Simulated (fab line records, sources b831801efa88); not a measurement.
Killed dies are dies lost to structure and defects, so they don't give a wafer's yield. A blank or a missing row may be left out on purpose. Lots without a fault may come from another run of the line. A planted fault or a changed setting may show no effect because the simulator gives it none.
fab line records | flow sky130
record lots=5 wafers=15 last_day=50
route steps=708 shown GATE_OXIDE@193 POLY_GATE@204 RES_PROTECT@206
lots that met no fault: from a run of the same line without faults
start_h: hours from the record's first day to the start of the lot's first wafer shown | wait_h: hours since the lot's step before | " the same as in the row above | L1.1+2: a row that stands for several wafers | - no value, or no start given | * or withheld: withheld | < > ~ a bound
route shown NAME@n: a module of which the file shows steps, and the number in the route of the first | usual: mean/standard deviation of fault-free wafers | same: alike in all rows | chamber/n: place in a boat | sites: the reading at each site | _std_site: their standard deviation | _edge_site: outer sites' mean less inner sites' | radius_mm: how far each site lies from the wafer's centre | mask NAME#n: copy n | behind: the tool/chamber that last shaped the wafer | hold: why the lot was held/for how many hours/how that ended | device: the transistor (n, p or np) that didn't switch | end of line: the same wafers' tests at the end of the route | a step without rows: its recipe alone | killed: dies lost to structure and defects at the first sort, not the wafer's yield | map: a wafer's dies, x killed, . not, _ none there
set.NAME: the setting as run; set.NAME@STEP: as run at that earlier step | model.NAME: the simulator's own value behind a step, which no gauge read
lots at some steps of the route; a table a step, a row a wafer
services: from which hour (start_h, from the record's first day; less than 0 if before it) a tool's chamber was out of use, for how many hours, and why
## steps
# step SKY_GATE_OXIDE_SOFTBAKE_06
# recipe temp_c=90 time_s=60 resist=NOVOLAK
# columns lot.wafer tool chamber start_h wait_h
L084.4+5+6 litho_track-03 0 373.66 0.1
L088.2+4+5 litho_track-03 0 449.76 0.1
L091.2+4+6 litho_track-04 0 449.81 0.1
L092.4+5+6 litho_track-03 0 455.76 0.1
L096.2+3+4 litho_track-02 0 483.83 0.1
# step SKY_GATE_OXIDE_EXPOSE_07
# recipe mask_id=LVOM na=0.6 source_shape=conventional sigma_outer=0.6 polarization=unpolarized target_cd_nm=600 dose_mj=170
# columns lot.wafer tool chamber start_h wait_h mask
L084.4+5+6 iline_stepper-02 0 - - LVOM#0
L088.2+4+5 iline_stepper-01 0 - - LVOM#0
L091.2+4+6 iline_stepper-02 0 - - LVOM#0
L092.4+5+6 iline_stepper-01 0 - - LVOM#0
L096.2+3+4 iline_stepper-02 0 - - LVOM#0
# step SKY_GATE_OXIDE_PEB_08
# recipe temp_c=withheld time_s=* resist=NOVOLAK
# columns lot.wafer tool chamber start_h wait_h
L084.4+5+6 litho_track-02 0 - -
L088.2+4+5 litho_track-03 0 - -
L091.2+4+6 litho_track-04 0 - -
L092.4+5+6 litho_track-02 0 - -
L096.2+3+4 litho_track-04 0 - -
# step SKY_GATE_OXIDE_DEVELOP_09
# recipe resist=NOVOLAK developer=TMAH develop_time_s=60 dev_temp_c=23
# same develop_time_s=60
# columns lot.wafer tool chamber start_h wait_h
L084.4+5+6 litho_track-02 0 387.23 0.1
L088.2+4+5 litho_track-03 0 464.61 0.1
L091.2+4+6 litho_track-04 0 464.81 0.1
L092.4+5+6 litho_track-02 0 471.03 0.1
L096.2+3+4 litho_track-04 0 499.06 0.1
# step SKY_GATE_OXIDE_OVL_MEAS_10
# usual GATE_OXIDE_OVL=0.3/1.3
# columns lot.wafer tool chamber start_h wait_h GATE_OXIDE_OVL[nm]
L084.4 overlay-01 - 387.32 0.1 -0.1
L084.5 " - " " -0.1
L084.6 " - " " -0.2
L088.2 overlay-02 - 464.74 0.1 1.7
L088.4 " - " " 1.8
L088.5 " - " " 0.3
L091.2 overlay-01 - 464.94 0.1 1.6
L091.4 " - " " 2.3
L091.6 " - " " -0.1
L092.4 overlay-01 - 471.12 0.1 -0.3
L092.5 " - " " 0.9
L092.6 " - " " -0.9
L096.2 overlay-01 - 499.19 0.1 2.1
L096.3 " - " " 0.1
L096.4 " - " " 2.3
# step SKY_GATE_OXIDE_IMPLANT_11
# recipe species=B energy_kev=10 dose_cm2=2.6e+12 tilt_deg=withheld
# columns lot.wafer tool chamber start_h wait_h
L084.4+5+6 implanter-01 0 387.42 0.1
L088.2+4+5 implanter-04 0 464.79 0.0
L091.2+4+6 implanter-03 0 465.00 0.0
L092.4+5+6 implanter-01 0 471.21 0.1
L096.2+3+4 implanter-01 0 499.25 0.0
# step SKY_GATE_OXIDE_WET_ETCH_12
# recipe chemistry=dHF target_depth_nm=16.8 dry=n2_spin target=SiO2 dilution=100:1 temp_c=25 time_s=336
# columns lot.wafer tool chamber start_h wait_h
L084.4+5+6 wet_bench-04 1 387.49 0.1
L088.2+4+5 wet_bench-01 1 464.92 0.1
L091.2+4+6 wet_bench-04 3 465.12 0.1
L092.4+5+6 wet_bench-01 3 471.29 0.1
L096.2+3+4 wet_bench-03 0 499.37 0.1
# step SKY_GATE_OXIDE_STRIP_13
# recipe chemistry=O2/N2 power_w=1400 pressure_mtorr=1500 platen_temp_c=withheld o2_flow_sccm=3000 n2_flow_sccm=300 overash_fraction=0.5
# usual drypump_motor_current_A=6.0/0.41 oes_product_au=0.716/0.0038 strip_time_to_endpoint_s=14.21/0.043
# columns lot.wafer tool chamber start_h wait_h drypump_motor_current_A oes_product_au rf_hours_counter_h strip_time_to_endpoint_s
L084.4 plasma_asher-02 0 387.63 0.0 5.9 0.715 - 14.26
L084.5 " 1 " " 6.2 0.719 - 14.26
L084.6 " 0 " " 5.8 0.716 - 14.24
L088.2 plasma_asher-04 0 465.02 0.0 5.2 0.716 73 14.19
L088.4 " 1 " " 6.8 0.720 - 14.22
L088.5 " 1 " " 6.7 0.719 - 14.13
L091.2 plasma_asher-03 1 465.24 0.0 6.3 0.712 4 14.22
L091.4 " 1 " " 6.3 0.711 - 14.16
L091.6 " 0 " " 5.6 0.709 - 14.20
L092.4 plasma_asher-03 0 471.43 0.0 5.6 0.714 - 14.27
L092.5 " 1 " " 6.4 0.711 - 14.28
L092.6 " 0 " " 5.6 0.719 - 14.24
L096.2 plasma_asher-03 1 499.48 0.0 6.4 0.717 8 14.19
L096.3 " 0 " " 5.6 0.712 - 14.12
L096.4 " 1 " " 6.4 0.722 - 14.16
# step SKY_GATE_OXIDE_TW_MEAS_14
# usual GATE_OXIDE_TW=227.1/2.9
# columns lot.wafer tool chamber start_h wait_h GATE_OXIDE_TW
L084.4 film_metro-04 - 387.72 0.1 230.1
L084.5 " - " " 231.4
L084.6 " - " " 231.2
L088.2 film_metro-02 - 465.13 0.1 225.1
L088.4 " - " " 225.8
L088.5 " - " " 225.2
L091.2 film_metro-02 - 465.35 0.1 224.6
L091.4 " - " " 226.2
L091.6 " - " " 225.9
L092.4 film_metro-01 - 471.53 0.1 229.7
L092.5 " - " " 228.6
L092.6 " - " " 227.8
L096.2 film_metro-02 - 499.59 0.1 224.4
L096.3 " - " " 223.9
L096.4 " - " " 224.0
# step SKY_GATE_OXIDE_CLEAN_15
# recipe chemistry=SC1/SC2 mix=1:4:20 temp_c=70 time_s=150 dry=n2_spin
# columns lot.wafer tool chamber start_h wait_h
L084.4+5+6 wet_bench-03 2 387.75 0.0
L088.2+4+5 wet_bench-01 2 465.18 0.0
L091.2+4+6 wet_bench-03 0 465.40 0.0
L092.4+5+6 wet_bench-04 1 471.56 0.0
L096.2+3+4 wet_bench-01 0 499.64 0.0
# step SKY_GATE_OXIDE_OXIDATION_16
# recipe temp_c=800 ambient=O2 idle_temp_c=700 ramp_up_c_per_min=10 ramp_down_c_per_min=3 stabilise_s=600 purge_s=300 target_thk_a=35.7 ox_time_s=1915
# usual ox_temp_c=800.0/0.4 ramp_up_c_per_min=10.000/0.0018 spike_tc_bottom_C=820/3.6 tube_center_temp_C=799.99/0.077 zone_power_lower_pct=15.2/2
# columns lot.wafer tool chamber start_h wait_h ox_temp_c ramp_up_c_per_min spike_tc_bottom_C tube_center_temp_C zone_power_lower_pct
L084.4 furnace-02 0 387.81 0.0 799.3 10.001 815 799.96 12.9
L084.5 " 0 " " 799.6 9.9985 815 799.89 12.8
L084.6 " 0 " " 799.6 10.001 815 799.98 12.8
L088.2 furnace-01 0 466.59 1.4 799.9 10.000 824 799.96 16.8
L088.4 " 0 " " 800.2 9.9984 823 799.99 16.8
L088.5 " 0 " " 799.8 10.001 822 800.05 16.8
L091.2 furnace-01 0 466.59 1.1 799.9 9.9996 823 800.03 16.8
L091.4 " 0 " " 800.0 10.000 823 800.07 17.1
L091.6 " 0 " " 800.5 10.002 822 799.87 16.9
L092.4 furnace-01 0 476.21 4.6 799.9 10.000 823 799.95 16.8
L092.5 " 0 " " 800.2 9.9987 823 800.07 16.7
L092.6 " 0 " " 800.7 10.000 822 800.05 16.7
L096.2 furnace-02 0 499.69 0.0 800.1 10.000 817 800.06 12.5
L096.3 " 0 " " 800.3 10.003 815 799.98 12.9
L096.4 " 0 " " 800.2 9.9996 816 799.97 12.7
# step SKY_POLY_GATE_CVD_00
# recipe material=poly-Si target_thk_nm=180 temp_c=620 time_s=720 pressure_mtorr=200
# usual spike_tc_bottom_C=638.0/2.1 susceptor_temp_C=620.03/0.28 zone_power_lower_pct=8.73/0.27
# columns lot.wafer tool chamber start_h wait_h spike_tc_bottom_C susceptor_temp_C zone_power_lower_pct
L084.4 lpcvd-01 1 389.34 0.0 636.8 620.10 9.04
L084.5 " 1 " " 637.4 620.02 8.98
L084.6 " 1 " " 637.7 620.08 9.02
L088.2 lpcvd-01 1 468.13 0.0 638.6 619.56 8.92
L088.4 " 1 " " 637.0 619.86 9.07
L088.5 " 1 " " 635.5 619.64 8.96
L091.2 lpcvd-01 0 468.13 0.0 638.7 620.01 8.29
L091.4 " 0 " " 639.0 619.85 8.29
L091.6 " 0 " " 638.8 619.50 8.20
L092.4 lpcvd-01 0 477.75 0.0 641.0 619.67 8.31
L092.5 " 0 " " 638.5 619.97 8.31
L092.6 " 0 " " 638.3 619.95 8.45
L096.2 lpcvd-01 1 501.22 0.0 636.5 619.62 8.70
L096.3 " 1 " " 635.3 619.65 9.02
L096.4 " 1 " " 634.7 619.91 8.88
# step SKY_POLY_GATE_THK_MEAS_01
# recipe reads=poly-Si_of_POLY_GATE_CVD_00
# usual POLY_GATE_CVD_00_THK=180.1/1.4
# columns lot.wafer tool chamber start_h wait_h POLY_GATE_CVD_00_THK[nm]
L084.4 film_metro-03 - 390.57 0.0 180.4
L084.5 " - " " 178.1
L084.6 " - " " 179.7
L088.2 film_metro-03 - 469.34 0.0 177.7
L088.4 " - " " 179.3
L088.5 " - " " 179.1
L091.2 film_metro-04 - 469.34 0.0 180.9
L091.4 " - " " 181.2
L091.6 " - " " 181.8
L092.4 film_metro-01 - 478.98 0.0 181.8
L092.5 " - " " 179.8
L092.6 " - " " 179.9
L096.2 film_metro-01 - 502.43 0.0 179.8
L096.3 " - " " 178.5
L096.4 " - " " 180.6
# step SKY_RES_PROTECT_DEHYDRATE_00
# recipe temp_c=200 time_s=60
# columns lot.wafer tool chamber start_h wait_h
L084.4+5+6 litho_track-02 0 405.03 14.4
L088.2+4+5 litho_track-04 0 482.71 13.4
L091.2+4+6 litho_track-01 0 483.08 13.7
L092.4+5+6 litho_track-01 0 493.18 14.2
L096.2+3+4 litho_track-02 0 517.18 14.7
# step SKY_RES_PROTECT_HMDS_01
# recipe prime_time_s=60 prime_temp_c=120
# columns lot.wafer tool chamber start_h wait_h
L084.4+5+6 litho_track-02 0 405.18 0.1
L088.2+4+5 litho_track-04 0 482.86 0.1
L091.2+4+6 litho_track-01 0 483.23 0.1
L092.4+5+6 litho_track-01 0 493.33 0.1
L096.2+3+4 litho_track-02 0 517.33 0.1
# step SKY_RES_PROTECT_COAT_02
# recipe resist=NOVOLAK spin_rpm=3000 resist_thk_nm=1140
# columns lot.wafer tool chamber start_h wait_h
L084.4+5+6 litho_track-02 0 405.33 0.1
L088.2+4+5 litho_track-04 0 483.01 0.1
L091.2+4+6 litho_track-01 0 483.38 0.1
L092.4+5+6 litho_track-01 0 493.48 0.1
L096.2+3+4 litho_track-02 0 517.48 0.1
# step SKY_RES_PROTECT_SOFTBAKE_03
# recipe temp_c=90 time_s=60 resist=NOVOLAK
# columns lot.wafer tool chamber start_h wait_h
L084.4+5+6 litho_track-02 0 405.48 0.1
L088.2+4+5 litho_track-04 0 483.16 0.1
L091.2+4+6 litho_track-01 0 483.53 0.1
L092.4+5+6 litho_track-01 0 493.63 0.1
L096.2+3+4 litho_track-02 0 517.63 0.1
# step SKY_RES_PROTECT_EXPOSE_04
# recipe mask_id=RPM na=0.6 source_shape=conventional sigma_outer=0.6 polarization=unpolarized target_cd_nm=1270 dose_mj=131
# columns lot.wafer tool chamber start_h wait_h mask
L084.4+5+6 iline_stepper-02 0 - - RPM#0
L088.2+4+5 iline_stepper-01 0 - - RPM#0
L091.2+4+6 iline_stepper-01 0 - - RPM#0
L092.4+5+6 iline_stepper-02 0 - - RPM#0
L096.2+3+4 iline_stepper-02 0 - - RPM#0
# step SKY_RES_PROTECT_PEB_05
# recipe temp_c=withheld time_s=* resist=NOVOLAK
# columns lot.wafer tool chamber start_h wait_h
L084.4+5+6 litho_track-01 0 - -
L088.2+4+5 litho_track-02 0 - -
L091.2+4+6 litho_track-02 0 - -
L092.4+5+6 litho_track-02 0 - -
L096.2+3+4 litho_track-01 0 - -
# step SKY_RES_PROTECT_DEVELOP_06
# recipe resist=NOVOLAK developer=TMAH develop_time_s=60 dev_temp_c=23
# same develop_time_s=60
# columns lot.wafer tool chamber start_h wait_h
L084.4+5+6 litho_track-01 0 420.53 0.1
L088.2+4+5 litho_track-02 0 498.18 0.1
L091.2+4+6 litho_track-02 0 498.78 0.1
L092.4+5+6 litho_track-02 0 508.33 0.1
L096.2+3+4 litho_track-01 0 532.93 0.1
# step SKY_POLY_GATE_IMPLANT_02
# recipe species=P energy_kev=30 dose_cm2=7.7e+15 tilt_deg=0
# columns lot.wafer tool chamber start_h wait_h
L084.4+5+6 implanter-03 0 420.68 0.1
L088.2+4+5 implanter-04 0 498.33 0.1
L091.2+4+6 implanter-03 0 498.93 0.1
L092.4+5+6 implanter-02 0 508.48 0.1
L096.2+3+4 implanter-04 0 533.08 0.1
# step SKY_RES_PROTECT_STRIP_07
# recipe chemistry=O2/N2 power_w=1400 pressure_mtorr=1500 platen_temp_c=withheld o2_flow_sccm=3000 n2_flow_sccm=300 overash_fraction=0.5
# usual drypump_motor_current_A=6.2/0.4 oes_product_au=0.517/0.0051 strip_time_to_endpoint_s=23.28/0.046
# columns lot.wafer tool chamber start_h wait_h drypump_motor_current_A oes_product_au rf_hours_counter_h strip_time_to_endpoint_s
L084.4 plasma_asher-01 1 420.78 0.1 6.4 0.522 - 23.33
L084.5 " 1 " " 6.4 0.517 - 23.28
L084.6 " 0 " " 6.3 0.522 - 23.24
L088.2 plasma_asher-02 1 498.45 0.1 6.2 0.512 64 23.34
L088.4 " 1 " " 6.2 0.520 - 23.38
L088.5 " 0 " " 5.8 0.521 - 23.36
L091.2 plasma_asher-02 1 499.05 0.1 6.2 0.516 64 23.26
L091.4 " 0 " " 5.8 0.514 - 23.31
L091.6 " 0 " " 5.8 0.517 - 23.31
L092.4 plasma_asher-01 0 508.59 0.1 6.3 0.516 - 23.26
L092.5 " 0 " " 6.3 0.524 - 23.27
L092.6 " 1 " " 6.4 0.523 - 23.31
L096.2 plasma_asher-01 1 533.20 0.1 6.4 0.519 45 23.25
L096.3 " 1 " " 6.4 0.522 - 23.23
L096.4 " 0 " " 6.3 0.520 - 23.30
# step SKY_RES_PROTECT_TW_MEAS_08
# usual POLY_GATE_TW=4050/37
# columns lot.wafer tool chamber start_h wait_h POLY_GATE_TW
L084.4 film_metro-02 - 420.88 0.1 4041
L084.5 " - " " 4030
L084.6 " - " " 4045
L088.2 film_metro-01 - 498.56 0.1 4089
L088.4 " - " " 4095
L088.5 " - " " 4095
L091.2 film_metro-01 - 499.16 0.1 4081
L091.4 " - " " 4081
L091.6 " - " " 4086
L092.4 film_metro-01 - 508.68 0.1 4096
L092.5 " - " " 4089
L092.6 " - " " 4099
L096.2 film_metro-03 - 533.31 0.1 3982
L096.3 " - " " 3986
L096.4 " - " " 3977
# step SKY_RES_PROTECT_CLEAN_09
# recipe chemistry=SC1/SC2 mix=1:4:20 temp_c=70 time_s=150 dry=n2_spin
# columns lot.wafer tool chamber start_h wait_h
L084.4+5+6 wet_bench-01 0 420.91 0.0
L088.2+4+5 wet_bench-02 3 498.61 0.0
L091.2+4+6 wet_bench-04 1 499.21 0.0
L092.4+5+6 wet_bench-01 3 508.71 0.0
L096.2+3+4 wet_bench-04 3 533.36 0.0
# step SKY_POLY_GATE_CVD_03
# recipe material=Si3N4 precursor=DCS/NH3 target_thk_nm=75 temp_c=770 time_s=1290 pressure_mtorr=250
# usual spike_tc_bottom_C=788.0/2.4 susceptor_temp_C=770.1/0.3 zone_power_lower_pct=13.6/0.81
# columns lot.wafer tool chamber start_h wait_h spike_tc_bottom_C susceptor_temp_C zone_power_lower_pct
L084.4 lpcvd-02 1 420.96 0.0 785.6 769.7 12.7
L084.5 " 1 " " 784.8 769.6 12.8
L084.6 " 1 " " 784.2 769.2 12.9
L088.2 lpcvd-02 0 499.90 1.2 789.1 770.6 14.4
L088.4 " 0 " " 789.0 770.3 14.6
L088.5 " 0 " " 789.4 770.4 14.2
L091.2 lpcvd-02 0 499.90 0.6 791.7 769.9 14.3
L091.4 " 0 " " 790.7 770.3 14.3
L091.6 " 0 " " 791.4 770.2 14.3
L092.4 lpcvd-02 0 508.81 0.0 789.9 770.1 14.2
L092.5 " 0 " " 790.1 770.0 14.1
L092.6 " 0 " " 789.0 770.1 14.4
L096.2 lpcvd-02 0 533.41 0.0 790.0 770.4 14.3
L096.3 " 0 " " 788.7 770.1 14.2
L096.4 " 0 " " 789.6 770.1 14.4
# step SKY_POLY_GATE_THK_MEAS_04
# recipe reads=Si3N4_of_POLY_GATE_CVD_03
# usual POLY_GATE_CVD_03_THK=75.0/0.6
# columns lot.wafer tool chamber start_h wait_h POLY_GATE_CVD_03_THK[nm]
L084.4 film_metro-03 - 422.35 0.0 76.3
L084.5 " - " " 75.5
L084.6 " - " " 76.0
L088.2 film_metro-03 - 501.27 0.0 74.2
L088.4 " - " " 74.2
L088.5 " - " " 75.2
L091.2 film_metro-04 - 501.32 0.1 74.7
L091.4 " - " " 74.7
L091.6 " - " " 75.0
L092.4 film_metro-03 - 510.20 0.0 74.0
L092.5 " - " " 74.3
L092.6 " - " " 74.1
L096.2 film_metro-04 - 534.78 0.0 75.4
L096.3 " - " " 75.6
L096.4 " - " " 74.7
# step SKY_POLY_GATE_DEHYDRATE_05
# recipe temp_c=200 time_s=60
# columns lot.wafer tool chamber start_h wait_h
L084.4+5+6 litho_track-03 0 437.81 15.4
L088.2+4+5 litho_track-01 0 515.58 14.3
L091.2+4+6 litho_track-02 0 516.08 14.7
L092.4+5+6 litho_track-03 0 525.06 14.8
L096.2+3+4 litho_track-02 0 549.08 14.3
# step SKY_POLY_GATE_HMDS_06
# recipe prime_time_s=60 prime_temp_c=120
# columns lot.wafer tool chamber start_h wait_h
L084.4+5+6 litho_track-03 0 437.96 0.1
L088.2+4+5 litho_track-01 0 515.73 0.1
L091.2+4+6 litho_track-02 0 516.23 0.1
L092.4+5+6 litho_track-03 0 525.21 0.1
L096.2+3+4 litho_track-02 0 549.23 0.1
# step SKY_POLY_GATE_COAT_07
# recipe resist=BARC temp_c=withheld time_s=withheld spin_rpm=3000 resist_thk_nm=110
# columns lot.wafer tool chamber start_h wait_h
L084.4+5+6 litho_track-03 0 438.11 0.1
L088.2+4+5 litho_track-01 0 515.88 0.1
L091.2+4+6 litho_track-02 0 516.38 0.1
L092.4+5+6 litho_track-03 0 525.36 0.1
L096.2+3+4 litho_track-02 0 549.38 0.1
# step SKY_POLY_GATE_COAT_08
# recipe resist=KrF-thick spin_rpm=3000 resist_thk_nm=450
# columns lot.wafer tool chamber start_h wait_h
L084.4+5+6 litho_track-03 0 - -
L088.2+4+5 litho_track-01 0 - -
L091.2+4+6 litho_track-02 0 - -
L092.4+5+6 litho_track-03 0 - -
L096.2+3+4 litho_track-02 0 - -
# step SKY_POLY_GATE_SOFTBAKE_09
# recipe temp_c=100 time_s=90 resist=KrF-thick
# columns lot.wafer tool chamber start_h wait_h
L084.4+5+6 litho_track-03 0 - -
L088.2+4+5 litho_track-01 0 - -
L091.2+4+6 litho_track-02 0 - -
L092.4+5+6 litho_track-03 0 - -
L096.2+3+4 litho_track-02 0 - -
# step SKY_POLY_GATE_EXPOSE_10
# recipe mask_id=P1M na=0.68 source_shape=conventional sigma_outer=0.6 target_cd_nm=150 dose_mj=28
# columns lot.wafer tool chamber start_h wait_h mask
L084.4+5+6 krf_scanner-02 0 - - P1M#0
L088.2+4+5 krf_scanner-01 0 - - P1M#0
L091.2+4+6 krf_scanner-01 0 - - P1M#0
L092.4+5+6 krf_scanner-02 0 - - P1M#0
L096.2+3+4 krf_scanner-01 0 - - P1M#0
# step SKY_POLY_GATE_PEB_11
# recipe peb_temp_c=withheld peb_time_s=withheld resist=KrF-thick
# columns lot.wafer tool chamber start_h wait_h
L084.4+5+6 litho_track-01 0 - -
L088.2+4+5 litho_track-01 0 - -
L091.2+4+6 litho_track-01 0 - -
L092.4+5+6 litho_track-01 0 - -
L096.2+3+4 litho_track-01 0 - -
# step SKY_POLY_GATE_DEVELOP_12
# recipe develop_time_s=60 resist=KrF-thick dev_temp_c=21
# same develop_time_s=60
# columns lot.wafer tool chamber start_h wait_h
L084.4+5+6 litho_track-01 0 - -
L088.2+4+5 litho_track-01 0 - -
L091.2+4+6 litho_track-01 0 - -
L092.4+5+6 litho_track-01 0 - -
L096.2+3+4 litho_track-01 0 - -
# step SKY_POLY_GATE_CD_MEAS_13
# recipe target_cd_nm=150
# usual cd_nm=149.6/1.3
# columns lot.wafer tool chamber start_h wait_h cd_nm
L084.4 cd_sem-01 - 453.51 - 147.4
L084.5 " - " " 147.8
L084.6 " - " " 149.3
L088.2 cd_sem-01 - 531.47 - 148.8
L088.4 " - " " 150.0
L088.5 " - " " 149.8
L091.2 cd_sem-01 - 531.82 - 151.4
L091.4 " - " " 150.0
L091.6 " - " " 152.0
L092.4 cd_sem-02 - 541.11 - 150.6
L092.5 " - " " 151.3
L092.6 " - " " 151.3
L096.2 cd_sem-01 - 564.77 - 148.5
L096.3 " - " " 150.3
L096.4 " - " " 150.6
# step SKY_POLY_GATE_OVL_MEAS_14
# usual POLY_GATE_OVL=-3/5.5
# columns lot.wafer tool chamber start_h wait_h POLY_GATE_OVL[nm]
L084.4 overlay-02 - 453.59 0.1 0
L084.5 " - " " -2
L084.6 " - " " -1
L088.2 overlay-02 - 531.58 0.1 -11
L088.4 " - " " -5
L088.5 " - " " -8
L091.2 overlay-01 - 531.93 0.1 -6
L091.4 " - " " -7
L091.6 " - " " -1
L092.4 overlay-01 - 541.19 0.1 -13
L092.5 " - " " -8
L092.6 " - " " -4
L096.2 overlay-01 - 564.88 0.1 -8
L096.3 " - " " -3
L096.4 " - " " -2
# step SKY_POLY_GATE_ETCH_15
# recipe chemistry=N2/H2 target=BARC ion_energy_ev=200 source_w=500 bias_w=100 pressure_mtorr=30 n2_flow_sccm=100 h2_flow_sccm=200 stop_on=SiO2 time_s=118.5 target_depth_a=1100
# usual bias_w=99.99/0.27 drypump_motor_current_A=5.6/0.58 oes_product_au=0.717/0.0048 throttle_valve_pct=13.212/0.0088
# columns lot.wafer tool chamber start_h wait_h bias_w drypump_motor_current_A oes_product_au rf_hours_counter_h throttle_valve_pct
L084.4 rie_diel-03 1 453.61 0.0 99.97 5.0 0.723 5 13.218
L084.5 " 2 " " 100.25 4.8 0.718 - 13.205
L084.6 " 3 " " 99.95 5.2 0.716 - 13.217
L088.2 rie_diel-01 1 531.61 0.0 100.14 6.4 0.713 11 13.210
L088.4 " 2 " " 99.60 5.7 0.715 2 13.221
L088.5 " 0 " " 99.98 6.6 0.724 - 13.218
L091.2 rie_diel-03 1 531.96 0.0 99.99 5.0 0.708 6 13.190
L091.4 " 2 " " 99.98 4.8 0.718 8 13.208
L091.6 " 2 " " 99.81 4.8 0.720 - 13.206
L092.4 rie_diel-04 1 541.21 0.0 99.82 5.6 0.711 12 13.216
L092.5 " 0 " " 99.79 6.0 0.717 - 13.222
L092.6 " 3 " " 99.90 4.9 0.720 - 13.211
L096.2 rie_diel-03 0 564.91 0.0 100.43 6.1 0.725 6 13.217
L096.3 " 2 " " 99.98 4.8 0.715 8 13.209
L096.4 " 3 " " 100.11 5.2 0.716 8 13.226
# step SKY_POLY_GATE_ETCH_16
# recipe stop_on=poly-Si chemistry=CH3F/O2 target=Si3N4 source_w=400 bias_w=80 pressure_mtorr=25 ch3f_flow_sccm=40 O2_flow_sccm=30 time_s=147.5 target_depth_a=750
# usual bias_w=79.99/0.23 drypump_motor_current_A=5.6/0.58 oes_product_au=0.641/0.0051 throttle_valve_pct=10.535/0.0095
# columns lot.wafer tool chamber start_h wait_h bias_w drypump_motor_current_A oes_product_au rf_hours_counter_h throttle_valve_pct
L084.4 rie_diel-03 1 453.69 0.0 79.90 5.0 0.642 5 10.525
L084.5 " 2 " " 79.81 4.8 0.647 - 10.530
L084.6 " 3 " " 79.97 5.2 0.641 - 10.525
L088.2 rie_diel-01 1 531.69 0.0 80.29 6.4 0.639 11 10.529
L088.4 " 2 " " 80.21 5.6 0.634 2 10.521
L088.5 " 0 " " 79.91 6.6 0.633 - 10.536
L091.2 rie_diel-03 1 532.04 0.0 80.26 5.0 0.642 6 10.528
L091.4 " 2 " " 79.30 4.8 0.635 8 10.545
L091.6 " 2 " " 79.76 4.8 0.638 - 10.529
L092.4 rie_diel-04 1 541.29 0.0 79.80 5.6 0.637 13 10.526
L092.5 " 0 " " 79.85 6.0 0.629 - 10.536
L092.6 " 3 " " 80.11 4.9 0.638 - 10.537
L096.2 rie_diel-03 0 564.99 0.0 80.14 6.1 0.645 6 10.541
L096.3 " 2 " " 79.92 4.8 0.640 8 10.540
L096.4 " 3 " " 80.17 5.2 0.644 8 10.542
# step SKY_POLY_GATE_ETCH_17
# recipe target_depth_nm=180 stop_on=SiO2 over_etch_frac=0.56667 chemistry=HBr/Cl2 target=poly-Si icp_w=400 bias_w=100 pressure_mtorr=10 HBr_flow_sccm=150 Cl2_flow_sccm=50 time_s=70.5
# usual bias_w=100.0/0.32 drypump_motor_current_A=5.5/0.57 oes_product_au=0.985/0.0067 throttle_valve_pct=33.686/0.0093
# columns lot.wafer tool chamber start_h wait_h bias_w drypump_motor_current_A oes_product_au rf_hours_counter_h throttle_valve_pct
L084.4 rie_si-01 3 453.82 0.1 100.0 5.0 0.982 - 33.678
L084.5 " 1 " " 100.1 5.3 0.981 - 33.708
L084.6 " 2 " " 100.1 6.6 0.983 - 33.683
L088.2 rie_si-01 0 531.79 0.0 99.8 5.1 0.981 8 33.677
L088.4 " 1 " " 100.0 5.3 0.988 2 33.690
L088.5 " 1 " " 99.7 5.4 0.983 - 33.684
L091.2 rie_si-01 3 532.14 0.0 100.0 5.0 0.985 33 33.682
L091.4 " 1 " " 99.9 5.4 1.006 2 33.707
L091.6 " 2 " " 100.4 6.6 0.992 - 33.692
L092.4 rie_si-02 1 541.42 0.1 100.1 5.0 0.994 - 33.676
L092.5 " 3 " " 100.0 6.3 0.990 - 33.675
L092.6 " 0 " " 100.2 5.5 0.976 - 33.684
L096.2 rie_si-02 2 565.09 0.0 100.3 5.6 0.981 4 33.687
L096.3 " 0 " " 100.1 5.5 0.976 2 33.679
L096.4 " 3 " " 99.7 6.4 0.986 0 33.673
# step SKY_POLY_GATE_STRIP_18
# recipe chemistry=O2/N2 power_w=1400 pressure_mtorr=1500 platen_temp_c=withheld o2_flow_sccm=3000 n2_flow_sccm=300 overash_fraction=0.5
# usual drypump_motor_current_A=6.11/0.25 oes_product_au=0.361/0.0049 strip_time_to_endpoint_s=3.175/0.029
# columns lot.wafer tool chamber start_h wait_h drypump_motor_current_A oes_product_au rf_hours_counter_h strip_time_to_endpoint_s
L084.4 plasma_asher-02 0 453.88 0.0 5.82 0.364 - 3.238
L084.5 " 1 " " 6.16 0.357 - 3.172
L084.6 " 0 " " 5.80 0.364 - 3.167
L088.2 plasma_asher-03 0 531.84 0.0 5.66 0.358 11 3.178
L088.4 " 0 " " 5.65 0.365 - 3.151
L088.5 " 1 " " 6.39 0.353 - 3.193
L091.2 plasma_asher-02 0 532.19 0.0 5.85 0.362 68 3.230
L091.4 " 1 " " 6.14 0.355 - 3.141
L091.6 " 1 " " 6.16 0.361 - 3.190
L092.4 plasma_asher-02 0 541.48 0.0 5.81 0.366 - 3.160
L092.5 " 0 " " 5.87 0.365 - 3.173
L092.6 " 1 " " 6.17 0.358 - 3.185
L096.2 plasma_asher-01 1 565.14 0.0 6.41 0.368 49 3.160
L096.3 " 0 " " 6.25 0.360 - 3.220
L096.4 " 1 " " 6.38 0.364 - 3.207
# step SKY_POLY_GATE_CLEAN_19
# recipe chemistry=SC1/SC2 mix=1:4:20 temp_c=70 time_s=150 dry=n2_spin
# columns lot.wafer tool chamber start_h wait_h
L084.4+5+6 wet_bench-02 2 453.94 0.0
L088.2+4+5 wet_bench-04 3 531.94 0.1
L091.2+4+6 wet_bench-03 0 532.29 0.1
L092.4+5+6 wet_bench-04 2 541.54 0.0
L096.2+3+4 wet_bench-02 3 565.24 0.1
## services
# columns tool chamber start_h hours kind
furnace-01 - 361.34 8.2 pm
iline_stepper-02 - 372.01 1.7 pm
implanter-04 - 373.78 18.8 pm
plasma_asher-03 - 379.85 14.3 repair
rie_si-01 3 380.26 3.4 repair
krf_scanner-01 - 382.97 1.3 pm
furnace-01 - 389.18 5.4 pm
krf_scanner-01 - 390.12 1.0 pm
implanter-04 - 410.45 1.2 repair
plasma_asher-03 - 421.25 9.0 pm
rie_diel-03 0 426.01 12.4 repair
krf_scanner-01 - 427.33 0.8 pm
rie_si-01 - 430.78 14.6 pm
implanter-03 - 432.55 3.9 pm
implanter-01 - 441.46 0.7 repair
furnace-01 - 443.93 2.7 pm
krf_scanner-01 - 445.72 0.3 repair
furnace-01 - 446.61 2.5 pm
plasma_asher-02 - 455.86 28.1 pm
wet_bench-01 - 460.91 3.2 repair
iline_stepper-01 - 466.94 1.7 pm
plasma_asher-03 - 487.14 0.8 repair
iline_stepper-01 - 494.69 2.1 pm
plasma_asher-01 - 497.35 7.7 repair
## key
fault none
